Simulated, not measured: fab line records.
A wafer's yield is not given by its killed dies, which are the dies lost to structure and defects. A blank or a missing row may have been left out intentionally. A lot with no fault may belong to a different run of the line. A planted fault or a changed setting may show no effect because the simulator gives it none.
What tool caused it? || flow gf180mcu || 42 wafers from 14 lots sampled at 4 of the route's 602 steps

WHAT EACH GAUGE READ, for each wafer
GF_VT_IMPLANT_TW_MEAS_21.
{"lot": "L720", "measured": "day 6 22:08", "on": "filmMetro-02", "VT_IMPLANT_2_TW": "1217 1215 1217"}
{"lot": "L722", "measured": "day 7 07:53", "on": "filmMetro-02", "VT_IMPLANT_2_TW": "1211 1207 1212"}
{"lot": "L723", "measured": "day 7 16:11", "on": "filmMetro-02", "VT_IMPLANT_2_TW": "1215 1213 1211"}
{"lot": "L724", "measured": "day 8 00:17", "on": "filmMetro-02", "VT_IMPLANT_2_TW": "1220 1222 1216"}
{"lot": "L728", "measured": "day 9 00:44", "on": "filmMetro-01", "VT_IMPLANT_2_TW": "1173 1176 1174"}
{"lot": "L730", "measured": "day 9 12:56", "on": "filmMetro-04", "VT_IMPLANT_2_TW": "1190 1190 1187"}
{"lot": "L731", "measured": "day 9 18:35", "on": "filmMetro-04", "VT_IMPLANT_2_TW": "1223 1229 1227"}
{"lot": "L735", "measured": "day 10 18:59", "on": "filmMetro-02", "VT_IMPLANT_2_TW": "1216 1213 1217"}
{"lot": "L736", "measured": "day 11 00:59", "on": "filmMetro-01", "VT_IMPLANT_2_TW": "1235 1235 1232"}
{"lot": "L737", "measured": "day 11 08:35", "on": "filmMetro-01", "VT_IMPLANT_2_TW": "1231 1230 1229"}
{"lot": "L738", "measured": "day 11 16:00", "on": "filmMetro-04", "VT_IMPLANT_2_TW": "1215 1226 1231"}
{"lot": "L739", "measured": "day 11 21:44", "on": "filmMetro-01", "VT_IMPLANT_2_TW": "1235 1241 1239"}
{"lot": "L740", "measured": "day 12 05:50", "on": "filmMetro-04", "VT_IMPLANT_2_TW": "1229 1223 1227"}
{"lot": "L741", "measured": "day 12 08:05", "on": "filmMetro-02", "VT_IMPLANT_2_TW": "1212 1213 1217"}

GF_V1_THK_MEAS_25: measures by xrf.
{"lot": "L720", "measured": "day 19 08:11", "on": "filmMetro-01", "V1_W_THK (nm)": "335 327 332"}
{"lot": "L722", "measured": "day 19 21:26", "on": "filmMetro-01", "V1_W_THK (nm)": "337 333 334"}
{"lot": "L723", "measured": "day 20 05:47", "on": "filmMetro-02", "V1_W_THK (nm)": "335 337 342"}
{"lot": "L724", "measured": "day 20 21:00", "on": "filmMetro-01", "V1_W_THK (nm)": "327 319 317"}
{"lot": "L728", "measured": "day 22 05:17", "on": "filmMetro-01", "V1_W_THK (nm)": "323 327 326"}
{"lot": "L730", "measured": "day 22 23:53", "on": "filmMetro-03", "V1_W_THK (nm)": "334 333 320"}
{"lot": "L731", "measured": "day 23 06:58", "on": "filmMetro-03", "V1_W_THK (nm)": "332 332 333"}
{"lot": "L735", "measured": "day 24 12:26", "on": "filmMetro-03", "V1_W_THK (nm)": "329 335 330"}
{"lot": "L736", "measured": "day 24 16:44", "on": "filmMetro-02", "V1_W_THK (nm)": "338 339 341"}
{"lot": "L737", "measured": "day 25 04:17", "on": "filmMetro-02", "V1_W_THK (nm)": "335 340 338"}
{"lot": "L738", "measured": "day 25 12:52", "on": "filmMetro-02", "V1_W_THK (nm)": "337 336 332"}
{"lot": "L739", "measured": "day 25 23:22", "on": "filmMetro-02", "V1_W_THK (nm)": "336 338 345"}
{"lot": "L740", "measured": "day 26 00:46", "on": "filmMetro-01", "V1_W_THK (nm)": "334 331 336"}
{"lot": "L741", "measured": "day 26 05:29", "on": "filmMetro-01", "V1_W_THK (nm)": "334 322 320"}

GF_V2_THK_MEAS_01.
{"lot": "L720", "measured": "day 20 10:15", "on": "filmMetro-03", "V2_CVD_00_THK (nm)": "605 599 599"}
{"lot": "L722", "measured": "day 20 22:59", "on": "filmMetro-02", "V2_CVD_00_THK (nm)": "602 598 598"}
{"lot": "L723", "measured": "day 21 06:32", "on": "filmMetro-03", "V2_CVD_00_THK (nm)": "597 602 594"}
{"lot": "L724", "measured": "day 21 22:29", "on": "filmMetro-02", "V2_CVD_00_THK (nm)": "600 594 590"}
{"lot": "L728", "measured": "day 23 05:38", "on": "filmMetro-04", "V2_CVD_00_THK (nm)": "600 607 605"}
{"lot": "L730", "measured": "day 23 23:49", "on": "filmMetro-03", "V2_CVD_00_THK (nm)": "605 604 597"}
{"lot": "L731", "measured": "day 24 06:55", "on": "filmMetro-03", "V2_CVD_00_THK (nm)": "615 608 603"}
{"lot": "L735", "measured": "day 25 11:24", "on": "filmMetro-02", "V2_CVD_00_THK (nm)": "592 595 597"}
{"lot": "L736", "measured": "day 25 18:34", "on": "filmMetro-02", "V2_CVD_00_THK (nm)": "606 610 608"}
{"lot": "L737", "measured": "day 26 03:13", "on": "filmMetro-02", "V2_CVD_00_THK (nm)": "597 596 603"}
{"lot": "L738", "measured": "day 26 11:11", "on": "filmMetro-03", "V2_CVD_00_THK (nm)": "598 600 595"}
{"lot": "L739", "measured": "day 26 21:48", "on": "filmMetro-02", "V2_CVD_00_THK (nm)": "593 606 589"}
{"lot": "L740", "measured": "day 26 22:26", "on": "filmMetro-02", "V2_CVD_00_THK (nm)": "603 607 617"}
{"lot": "L741", "measured": "day 27 03:29", "on": "filmMetro-03", "V2_CVD_00_THK (nm)": "603 599 605"}

EACH LOT AND THE TOOL THAT RAN IT (in order: tool; ch and the chambers of the sampled wafers; start)
{"lot": "L720", "GF_VT_IMPLANT_IMPLANT_19": "implanter-04 ch 0, day 6 21:53"}
{"lot": "L722", "GF_VT_IMPLANT_IMPLANT_19": "implanter-04 ch 0, day 7 07:38"}
{"lot": "L723", "GF_VT_IMPLANT_IMPLANT_19": "implanter-02 ch 0, day 7 15:56"}
{"lot": "L724", "GF_VT_IMPLANT_IMPLANT_19": "implanter-02 ch 0, day 8 00:02"}
{"lot": "L728", "GF_VT_IMPLANT_IMPLANT_19": "implanter-02 ch 0, day 9 00:29"}
{"lot": "L730", "GF_VT_IMPLANT_IMPLANT_19": "implanter-02 ch 0, day 9 12:41"}
{"lot": "L731", "GF_VT_IMPLANT_IMPLANT_19": "implanter-03 ch 0, day 9 18:20"}
{"lot": "L735", "GF_VT_IMPLANT_IMPLANT_19": "implanter-03 ch 0, day 10 18:45"}
{"lot": "L736", "GF_VT_IMPLANT_IMPLANT_19": "implanter-04 ch 0, day 11 00:44"}
{"lot": "L737", "GF_VT_IMPLANT_IMPLANT_19": "implanter-03 ch 0, day 11 08:20"}
{"lot": "L738", "GF_VT_IMPLANT_IMPLANT_19": "implanter-04 ch 0, day 11 15:46"}
{"lot": "L739", "GF_VT_IMPLANT_IMPLANT_19": "implanter-03 ch 0, day 11 21:29"}
{"lot": "L740", "GF_VT_IMPLANT_IMPLANT_19": "implanter-03 ch 0, day 12 05:37"}
{"lot": "L741", "GF_VT_IMPLANT_IMPLANT_19": "implanter-03 ch 0, day 12 07:49"}
- GF_VT_IMPLANT_IMPLANT_19

WHAT THE TOOLS THEMSELVES READ (means of the sampled wafers that have a number; where no wafer has one, the mark that the record gives instead)
GF_VT_IMPLANT_IMPLANT_19.
{"lot": "L720", "tool": "implanter-04", "beamEnergyKeV": 99.98}
{"lot": "L722", "tool": "implanter-04", "beamEnergyKeV": 99.98}
{"lot": "L723", "tool": "implanter-02", "beamEnergyKeV": 100.03}
{"lot": "L724", "tool": "implanter-02", "beamEnergyKeV": 100.01}
{"lot": "L728", "tool": "implanter-02", "beamEnergyKeV": 87.81}
{"lot": "L730", "tool": "implanter-02", "beamEnergyKeV": 87.82}
{"lot": "L731", "tool": "implanter-03", "beamEnergyKeV": 100.00}
{"lot": "L735", "tool": "implanter-03", "beamEnergyKeV": 100.03}
{"lot": "L736", "tool": "implanter-04", "beamEnergyKeV": 100.02}
{"lot": "L737", "tool": "implanter-03", "beamEnergyKeV": 100.00}
{"lot": "L738", "tool": "implanter-04", "beamEnergyKeV": 100.02}
{"lot": "L739", "tool": "implanter-03", "beamEnergyKeV": 100.01}
{"lot": "L740", "tool": "implanter-03", "beamEnergyKeV": 100.04}
{"lot": "L741", "tool": "implanter-03", "beamEnergyKeV": 100.01}

THE ANSWER, worked out from the rows above alone
Rule: what is usual is taken from the lots themselves. Put in order of their means at a reading, lots are off if they are a third of the lots or fewer, leave a main group of 4 or more, and stand apart from it by a gap of 3 or more times the standard deviation of the main group's means; of several such gaps the widest counts. A main group is skipped when, at the precision printed for the reading in the tables above, its means are all equal. Also off: a lot with no number at a reading for which 4 or more lots have one. Any other lot the step has rows for is counted as sound. After the gauges, taken in route order, come the tools' own readings; for these a lot's mean is taken, as printed above. The first step at which some lot is off is used, and at that step the reading that is off furthest; a lot without a number counts as furthest.
Off: L728, L730, at GF_VT_IMPLANT_IMPLANT_19 (beamEnergyKeV). Main group: mean 100.01, sd 0.018.
If a tool, at that step or one of the process steps before it, ran each lot that is off and ran no sound lot following the first of them, it fits. One fits: implanter-02 at GF_VT_IMPLANT_IMPLANT_19. Its last sound lot is L724 (day 8 00:02), its first lot that is off L728 (day 9 00:29): a fault that began between those two fits.
The tool's own readings at GF_VT_IMPLANT_IMPLANT_19 bear it out: on the lots that are off they differ by more than 5 times the standard deviation of the sound lots' means. beamEnergyKeV reads 87.81 there against 100.01 on the sound lots.

WHAT THE SIMULATOR HAD INSERTED
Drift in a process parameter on implanter-02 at GF_VT_IMPLANT_IMPLANT_19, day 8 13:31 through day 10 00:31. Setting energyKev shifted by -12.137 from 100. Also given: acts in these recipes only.
Struck lots among those shown: L728, L730. The rule given above showed the same thing.
